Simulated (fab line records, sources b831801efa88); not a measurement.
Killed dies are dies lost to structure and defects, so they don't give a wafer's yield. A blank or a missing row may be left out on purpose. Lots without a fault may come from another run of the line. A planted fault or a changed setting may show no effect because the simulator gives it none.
Which tool did it? | flow sky130 | 14 lots, 42 wafers sampled, at 4 steps of a route of 708

WHAT THE GAUGES READ, wafer by wafer
The record holds no reading of a measuring or inspecting step that can be judged against a usual standard deviation.

WHICH TOOL RAN EACH LOT (tool, then ch and the chambers of the sampled wafers, then the start)
lot  | SKY_LI_CONTACT_CVD_21         | SKY_CONTACT_STRIP_19                 | SKY_CONTACT_CVD_24            | SKY_METAL3_STRIP_19
L371 | cvd_w-01 ch 0,1, day 29 18:57 | plasma_asher-03 ch 0,1, day 32 04:52 | cvd_w-01 ch 0,1, day 32 05:32 | plasma_asher-02 ch 0,1, day 39 04:29
L373 | cvd_w-02 ch 0,1, day 30 05:59 | plasma_asher-03 ch 0,1, day 32 15:53 | cvd_w-02 ch 0,1, day 32 16:32 | plasma_asher-04 ch 0,1, day 39 14:00
L374 | cvd_w-02 ch 0,1, day 30 19:47 | plasma_asher-01 ch 0,1, day 33 04:36 | cvd_w-01 ch 0,1, day 33 05:16 | plasma_asher-03 ch 0,1, day 40 00:18
L375 | cvd_w-02 ch 0, day 31 01:05   | plasma_asher-01 ch 0,1, day 33 11:02 | cvd_w-02 ch 0, day 33 11:43   | plasma_asher-02 ch 0,1, day 40 05:51
L376 | cvd_w-01 ch 0,1, day 31 06:53 | plasma_asher-03 ch 0,1, day 33 15:43 | cvd_w-02 ch 0,1, day 33 16:25 | plasma_asher-02 ch 0,1, day 40 11:20
L377 | cvd_w-01 ch 0, day 31 15:26   | plasma_asher-01 ch 0,1, day 34 00:12 | cvd_w-02 ch 1, day 34 00:52   | plasma_asher-04 ch 0,1, day 40 18:27
L378 | cvd_w-01 ch 1, day 31 20:44   | plasma_asher-03 ch 0,1, day 34 05:08 | cvd_w-01 ch 0,1, day 34 05:47 | plasma_asher-03 ch 0, day 41 00:42
L379 | cvd_w-01 ch 0,1, day 32 08:17 | plasma_asher-04 ch 0,1, day 34 17:08 | cvd_w-01 ch 0,1, day 34 17:47 | plasma_asher-02 ch 0,1, day 41 08:51
L380 | cvd_w-01 ch 0,1, day 32 15:29 | plasma_asher-01 ch 0,1, day 34 23:53 | cvd_w-01 ch 0,1, day 35 00:35 | plasma_asher-02 ch 0,1, day 41 16:51
L387 | cvd_w-01 ch 0,1, day 34 22:20 | plasma_asher-03 ch 1, day 37 04:59   | cvd_w-01 ch 1, day 37 05:41   | plasma_asher-02 ch 1, day 43 14:39
L389 | cvd_w-01 ch 0,1, day 35 08:29 | plasma_asher-01 ch 0,1, day 37 14:44 | cvd_w-02 ch 0,1, day 37 15:24 | plasma_asher-02 ch 0,1, day 43 23:26
L391 | cvd_w-02 ch 0,1, day 36 02:59 | plasma_asher-04 ch 0,1, day 38 09:20 | cvd_w-02 ch 0,1, day 38 10:02 | plasma_asher-04 ch 0,1, day 44 15:18
L392 | cvd_w-01 ch 0,1, day 36 03:59 | plasma_asher-04 ch 0,1, day 38 09:43 | cvd_w-01 ch 0,1, day 38 10:22 | plasma_asher-02 ch 0,1, day 44 16:24
L393 | cvd_w-01 ch 0,1, day 36 10:32 | plasma_asher-01 ch 0,1, day 38 16:43 | cvd_w-01 ch 0,1, day 38 17:29 | plasma_asher-02 ch 0,1, day 44 23:33
- SKY_LI_CONTACT_CVD_21: deposits W, target thk 400 nm, time 120.56 s.
- SKY_CONTACT_STRIP_19: strips in O2/N2.
- SKY_CONTACT_CVD_24: deposits W, target thk 340 nm, time 102.12 s.
- SKY_METAL3_STRIP_19: strips in O2/N2.

WHAT THE TOOLS THEMSELVES READ (means of the sampled wafers that have a number; where no wafer has one, the mark that the record gives instead)
SKY_LI_CONTACT_CVD_21. Usual: heater_power_w 894 W, standard deviation 87.
lot  | tool     | heater_power_w (W) | flag
L371 | cvd_w-01 | 890                |
L373 | cvd_w-02 | 861                |
L374 | cvd_w-02 | 834                |
L375 | cvd_w-02 | 820                |
L376 | cvd_w-01 | 889                |
L377 | cvd_w-01 | 826                |
L378 | cvd_w-01 | 1011               |
L379 | cvd_w-01 | 893                |
L380 | cvd_w-01 | 899                |
L387 | cvd_w-01 | 881                |
L389 | cvd_w-01 | 951                |
L391 | cvd_w-02 | 841                |
L392 | cvd_w-01 | 948                |
L393 | cvd_w-01 | 882                |

SKY_CONTACT_STRIP_19. Usual: chamber_pressure_mTorr 1500.1 mTorr, standard deviation 1.3; drypump_motor_current_A 5.4 A, standard deviation 0.43; oes_product_au 0.380 a.u., standard deviation 0.0048; strip_time_to_endpoint_s 3.611 s, standard deviation 0.025.
lot  | tool            | chamber_pressure_mTorr (mTorr) | drypump_motor_current_A (A) | oes_product_au (a.u.) | strip_time_to_endpoint_s (s) | flag
L371 | plasma_asher-03 | 1500.3                         | 5.9                         | 0.377                 | 3.612                        |
L373 | plasma_asher-03 | 1500.0                         | 5.9                         | 0.379                 | 3.588                        |
L374 | plasma_asher-01 | 1499.6                         | 5.0                         | 0.378                 | 3.607                        |
L375 | plasma_asher-01 | 1498.8                         | 5.0                         | 0.383                 | 3.623                        |
L376 | plasma_asher-03 | 1501.2                         | 5.9                         | 0.382                 | 3.635                        |
L377 | plasma_asher-01 | 1500.2                         | 5.2                         | 0.375                 | 3.593                        |
L378 | plasma_asher-03 | 1500.4                         | 5.9                         | 0.380                 | 3.601                        |
L379 | plasma_asher-04 | 1500.6                         | 5.2                         | 0.375                 | 3.586                        |
L380 | plasma_asher-01 | 1500.4                         | 5.0                         | 0.380                 | 3.608                        |
L387 | plasma_asher-03 | 1500.9                         | 5.9                         | 0.384                 | 3.644                        |
L389 | plasma_asher-01 | 1500.3                         | 5.3                         | 0.376                 | 3.598                        |
L391 | plasma_asher-04 | 1501.2                         | 5.2                         | 0.380                 | 3.622                        |
L392 | plasma_asher-04 | 1498.3                         | 5.1                         | 0.379                 | 3.611                        |
L393 | plasma_asher-01 | 1500.4                         | 5.3                         | 0.384                 | 3.632                        |

SKY_CONTACT_CVD_24. Usual: heater_power_w 891 W, standard deviation 84.
lot  | tool     | heater_power_w (W) | flag
L371 | cvd_w-01 | 911                |
L373 | cvd_w-02 | 859                |
L374 | cvd_w-01 | 880                |
L375 | cvd_w-02 | 824                |
L376 | cvd_w-02 | 860                |
L377 | cvd_w-02 | 891                |
L378 | cvd_w-01 | 943                |
L379 | cvd_w-01 | 948                |
L380 | cvd_w-01 | 885                |
L387 | cvd_w-01 | 1017               |
L389 | cvd_w-02 | 866                |
L391 | cvd_w-02 | 867                |
L392 | cvd_w-01 | 958                |
L393 | cvd_w-01 | 959                |

SKY_METAL3_STRIP_19. Usual: chamber_pressure_mTorr 1500 mTorr, standard deviation 4.8; drypump_motor_current_A 5.53 A, standard deviation 0.29; oes_product_au 0.503 a.u., standard deviation 0.0045; strip_time_to_endpoint_s 6.54 s, standard deviation 0.052.
lot  | tool            | chamber_pressure_mTorr (mTorr) | drypump_motor_current_A (A) | oes_product_au (a.u.) | strip_time_to_endpoint_s (s) | flag
L371 | plasma_asher-02 | 1501                           | 5.62                        | 0.501                 | 6.52                         |
L373 | plasma_asher-04 | 1501                           | 5.21                        | 0.504                 | 6.53                         |
L374 | plasma_asher-03 | 1500                           | 5.92                        | 0.502                 | 6.53                         |
L375 | plasma_asher-02 | 1499                           | 5.69                        | 0.502                 | 6.60                         |
L376 | plasma_asher-02 | 1499                           | 5.69                        | 0.504                 | 6.59                         |
L377 | plasma_asher-04 | 1500                           | 5.22                        | 0.506                 | 6.57                         |
L378 | plasma_asher-03 | 1500                           | 5.99                        | 0.500                 | 6.55                         |
L379 | plasma_asher-02 | -                              | -                           | -                     | -                            | OFF
L380 | plasma_asher-02 | -                              | -                           | -                     | -                            | OFF
L387 | plasma_asher-02 | 1500                           | 5.74                        | 0.502                 | 6.58                         |
L389 | plasma_asher-02 | 1499                           | 5.63                        | 0.504                 | 6.62                         |
L391 | plasma_asher-04 | 1501                           | 5.18                        | 0.502                 | 6.50                         |
L392 | plasma_asher-02 | 1500                           | 5.68                        | 0.506                 | 6.61                         |
L393 | plasma_asher-02 | 1501                           | 5.62                        | 0.499                 | 6.46                         |

THE ANSWER, worked out from the rows above alone
Rule: a lot is off if the mean of its wafers that have a number lies more than 3 standard deviations from the usual mean. A lot without any number at a reading at which 4 lots or more have one is off too. The other lots that the step has rows for count as sound. The gauges are gone through in route order, then the tools' own readings, and for those a lot's mean is taken as printed above. The first step at which some lot is off is used, and at that step the reading that is off furthest; a lot without a number counts as furthest.
Off: L379, L380, at SKY_METAL3_STRIP_19 (chamber_pressure_mTorr). Without a number there: L379, L380.
A tool fits if, at that step or a process step before it, it ran every lot that is off, and no sound lot after the first of them. None of those tried fits.

WHAT THE SIMULATOR HAD PUT IN
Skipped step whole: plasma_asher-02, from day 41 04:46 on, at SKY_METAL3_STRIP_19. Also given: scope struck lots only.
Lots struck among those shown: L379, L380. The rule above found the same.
